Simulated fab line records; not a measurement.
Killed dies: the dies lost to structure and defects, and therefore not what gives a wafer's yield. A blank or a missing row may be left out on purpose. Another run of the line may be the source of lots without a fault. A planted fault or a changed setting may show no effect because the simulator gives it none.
Which tool did it? | flow sky130 | Sampling: 10 lots, 30 wafers, 3 of 708 route steps

WHAT EACH GAUGE READ, for each wafer
SKY_CAPM_RS_MEAS_03: uses a four-point probe to measure.
lot  | measured     | on            | CAPM_TIN_RS (ohm/sq)
L705 | day 35 23:38 | film-metro-02 | 6.93 6.94 7.00
L710 | day 37 11:50 | film-metro-01 | 6.99 6.97 6.99
L711 | day 37 16:04 | film-metro-01 | 7.02 6.97 6.88
L712 | day 38 04:11 | film-metro-04 | 6.87 6.87 6.81
L713 | day 38 05:55 | film-metro-01 | 6.92 6.96 7.06
L715 | day 39 02:11 | film-metro-02 | 6.90 7.00 6.93
L716 | day 39 06:44 | film-metro-01 | 6.94 6.94 6.97
L719 | day 40 00:25 | film-metro-04 | 8.43 7.02 8.69
L725 | day 42 05:03 | film-metro-01 | 6.89 6.93 6.99
L728 | day 42 20:39 | film-metro-02 | 6.90 6.97 6.94

EACH LOT AND THE TOOL THAT RAN IT (in order: tool; ch and the chambers of the sampled wafers; start)
lot  | SKY_VT_ADJUST_NCORE_STRIP_10         | SKY_CAPM_SPUTTER_02
L705 | plasma-asher-04 ch 0,1, day 8 10:22  | pvd-sputter-02, day 35 23:29
L710 | plasma-asher-04 ch 0,1, day 9 19:47  | pvd-sputter-01, day 37 11:43
L711 | plasma-asher-01 ch 0,1, day 10 01:14 | pvd-sputter-03, day 37 15:57
L712 | plasma-asher-01 ch 0,1, day 10 07:07 | pvd-sputter-02, day 38 04:04
L713 | plasma-asher-01 ch 0,1, day 10 11:37 | pvd-sputter-02, day 38 05:47
L715 | plasma-asher-04 ch 0,1, day 11 07:22 | pvd-sputter-03, day 39 02:03
L716 | plasma-asher-01 ch 0,1, day 11 08:01 | pvd-sputter-01, day 39 06:38
L719 | plasma-asher-04 ch 0,1, day 12 06:44 | pvd-sputter-02, day 40 00:18
L725 | plasma-asher-02 ch 0,1, day 14 03:04 | pvd-sputter-01, day 42 04:55
L728 | plasma-asher-04 ch 0,1, day 14 18:01 | pvd-sputter-03, day 42 20:31
- SKY_VT_ADJUST_NCORE_STRIP_10: strips in O2/N2.
- SKY_CAPM_SPUTTER_02: material TiN, target thk 200 nm, time 166.7 s.

THE ANSWER, worked out from the rows above alone
Rule: what is usual is taken from the lots themselves. Put in order of their means at a reading, lots are off if they are a third of the lots or fewer, leave a main group of 4 or more, and stand apart from it by a gap of 3 or more times the standard deviation of the main group's means; of several such gaps the widest counts. A main group is skipped when, at the precision printed for the reading in the tables above, its means are all equal. Also off: a lot with no number at a reading for which 4 or more lots have one. All remaining lots with rows at the step are treated as sound.
Off: L719, seen at SKY_CAPM_RS_MEAS_03 (CAPM_TIN_RS). Main group: mean 6.94 ohm/sq, sd 0.037.
A tool fits if, at a process step before that reading, it ran every lot that is off, and no sound lot after the first of them. Those tools and the gauges at SKY_CAPM_RS_MEAS_03 are tried in the same way. Undecided on this evidence; 2 tools fit (pvd-sputter-02 at SKY_CAPM_SPUTTER_02, film-metro-04 at SKY_CAPM_RS_MEAS_03).

WHAT THE SIMULATOR HAD PUT IN
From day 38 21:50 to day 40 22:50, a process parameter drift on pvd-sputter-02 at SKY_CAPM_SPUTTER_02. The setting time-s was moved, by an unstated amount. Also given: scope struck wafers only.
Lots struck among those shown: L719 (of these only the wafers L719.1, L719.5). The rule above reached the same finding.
